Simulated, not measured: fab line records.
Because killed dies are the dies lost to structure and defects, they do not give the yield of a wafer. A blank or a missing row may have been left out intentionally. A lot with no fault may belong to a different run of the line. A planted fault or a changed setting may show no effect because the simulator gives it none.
Code-filled problem report in 8D (eight disciplines) form + flow sky130 + the parts of the form that need people (team, actions taken, sign-off) are left out

## 1. THE ISSUE
At SKY_PAD_OPEN_PROBE_99, killed_at_M0_to_M3 averages 97 over 3 wafers from 2 lots, while fault-free wafers read 44, standard deviation 6.2. Measured from the usual mean, that is +8.5 standard deviations.
The first sign was on wafer L246.6 at day 50 00:37, on prober-02. At this step, 9 wafers from 3 lots have a number in the record. Rule for "out", or "out of limits": more than 4 standard deviations from the usual mean. The rest of the wafers with a number are treated as sound.

## 2. WHAT IT IS, WHAT IT ISN'T
| question                    | is                                                                                                                            | is not                                                                                              |
|-----------------------------|-------------------------------------------------------------------------------------------------------------------------------|-----------------------------------------------------------------------------------------------------|
| which readings at this step | killed_at_M0_to_M3, defect_limited_yield, killed_dies, sort_bin_3_pad_short, sort_bin_5_function, sort_n_pass, sort_yield_pct | killed_at_M4_up, killed_at_front_end, killed_at_other, killed_open, killed_short, sort_bin_6_memory |
| which lots                  | L246, L249                                                                                                                    | L236                                                                                                |
| which wafers of those lots  | L246.6, L249.4, L249.5                                                                                                        | L246.2, L246.5, L249.3                                                                              |
| read on which tools         | prober-02                                                                                                                     | prober-01                                                                                           |
| when                        | from day 50 00:37                                                                                                             | up to then (5 sound wafers); but 1 sound wafer of L249 came after                                   |

## 3. SUSPECTS, AND WHAT RULES EACH OUT
Counting: a tool at a process step up to the reading stays a suspect if it ran every lot that is out. Sound lots after the first of them don't rule it out here, since some wafers of a struck lot are sound.
- rie_metal-02 at SKY_METAL1_ETCH_18 (etches BARC in N2/H2, stops on SiO2, time 45.9 s, target depth 60 nm): kept. Ran every lot that is out, first one L246 (day 38 04:41); last sound lot up to then L236 (day 33 18:36).
- prober-02 at SKY_PAD_OPEN_PROBE_99: kept. It ran every lot that is out, first L246 (day 50 00:25). Out on those wafers are its own readings of defect_limited_yield, killed_at_M0_to_M3, killed_dies, sort_bin_3_pad_short, sort_bin_5_function, sort_n_pass, sort_yield_pct.
- The sound lot-mates ran in chamber 0 of rie_metal-02 at SKY_METAL1_ETCH_18, but the wafers that are out ran in chamber 1.
After counting, rie_metal-02 at SKY_METAL1_ETCH_18 and prober-02 at SKY_PAD_OPEN_PROBE_99 remain.

## 4. THE CAUSE (what the simulator had put in)
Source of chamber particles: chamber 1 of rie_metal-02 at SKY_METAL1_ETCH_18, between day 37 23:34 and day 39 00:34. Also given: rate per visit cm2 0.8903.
Counting left 2 suspects, and this tool is among them.

## 5. THE EFFECT CHAIN, in route order
Each row: a reading whose mean over the struck wafers that have a number lies more than 3 standard deviations from the usual. Readings are gone through only where the record gives a usual standard deviation; hours: the median, over the lots, of the time from a lot's start at the first step in this table giving one to that lot's start at this step; sigmas: the change measured in usual standard deviations.
| hours | step                  | reading              | usual  | on struck wafers | change | sigmas |
|-------|-----------------------|----------------------|--------|------------------|--------|--------|
| 0     | SKY_PAD_OPEN_PROBE_99 | defect_limited_yield | 82.1 % | 72.7             | -9.4   | -5.2   |
| 0     | SKY_PAD_OPEN_PROBE_99 | killed_at_M0_to_M3   | 44     | 97               | +53    | +8.5   |
| 0     | SKY_PAD_OPEN_PROBE_99 | killed_dies          | 88     | 135              | +47    | +5.3   |
| 0     | SKY_PAD_OPEN_PROBE_99 | sort_bin_3_pad_short | 0.9 %  | 3.9              | +3.0   | +7.3   |
| 0     | SKY_PAD_OPEN_PROBE_99 | sort_bin_5_function  | 10.6 % | 17.6             | +7.0   | +5.0   |
| 0     | SKY_PAD_OPEN_PROBE_99 | sort_n_pass          | 404    | 357              | -47    | -5.3   |
| 0     | SKY_PAD_OPEN_PROBE_99 | sort_yield_pct       | 82.1 % | 72.7             | -9.4   | -5.2   |
Process steps it contains:
- SKY_PAD_OPEN_PROBE_99

## 6. WHAT WOULD HAVE CAUGHT IT SOONER
First out-of-limits reading in this record: day 50 00:37, which is 289 hours after fault onset at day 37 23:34.
Tool readings at SKY_METAL1_ETCH_18 with a usual standard deviation given in the record: none out on any struck wafer, hence no alarm at a limit of 4 standard deviations on them.
By day 50 00:37, every lot that is out (2) had started SKY_METAL1_ETCH_18 on rie_metal-02. Holding the tool at that point would not have protected any of them.
